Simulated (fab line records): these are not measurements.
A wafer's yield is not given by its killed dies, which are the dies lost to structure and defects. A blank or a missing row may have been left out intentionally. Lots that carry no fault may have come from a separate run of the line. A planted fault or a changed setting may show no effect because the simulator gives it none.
Matching of chambers ; flow sky130 ; 4 sister chambers for SKY_VIA1_CMP_24 on cmp-01
The step polishes, stops on SiO2, t overpolish 15 s, target thk 0 nm. 8 wafers are shown with their chamber, then 12 later ones without.

## WAFERS WITH THEIR CHAMBER
wafer;chamber;motorCurrentA (A);platenRpm (rpm)
L077.2;3;9.1;59.97
L086.4;3;9.7;60.02
L086.6;2;11.8;59.97
L087.3;1;10.5;60.03
L087.6;0;11.4;59.94
L090.1;2;12.3;59.98
L090.5;0;11.5;59.99
L090.6;1;10.2;59.96

## WAFERS WITH NO CHAMBER GIVEN
wafer;motorCurrentA (A);platenRpm (rpm)
L091.1;12.0;59.99
L091.5;11.7;59.97
L091.6;10.5;60.02
L093.3;12.2;59.99
L093.4;11.2;59.91
L093.6;11.7;59.96
L095.1;11.4;60.04
L095.5;9.4;60.01
L095.6;11.4;60.01
L096.1;12.0;59.98
L096.2;11.6;60.05
L096.5;10.2;59.94

## THE CHAMBER EACH PASSED THROUGH
wafer;from the rows above;in truth
L091.1;can't be placed: 2 or 0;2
L091.5;can't be placed: 0 or 2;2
L091.6;1;1
L093.3;can't be placed: 2 or 0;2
L093.4;can't be placed: 0 or 2 or 1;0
L093.6;can't be placed: 0 or 2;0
L095.1;can't be placed: 0 or 2 or 1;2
L095.5;3;3
L095.6;can't be placed: 0 or 2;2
L096.1;can't be placed: 2 or 0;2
L096.2;can't be placed: 0 or 2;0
L096.5;can't be placed: 1 or 3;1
Correct placement for 2 of the 12. From these rows, 10 cannot be placed; in 10 the true chamber is one of the candidates. Number placed wrongly: 0.
How it was worked out, from the rows above alone: a wafer's distance from a chamber is the root of the sum, over the readings, of the square of ((its reading less the chamber's mean) divided by the reading's scatter). If the next closest chamber is less than 2 further off than the closest, the wafer can't be placed; otherwise it belongs to the closest. Each chamber's mean is taken over the wafers shown for it. The scatter is the square root of a quotient: the sum, over the shown wafers, of each reading's squared deviation from its chamber's mean, divided by wafers minus chambers.
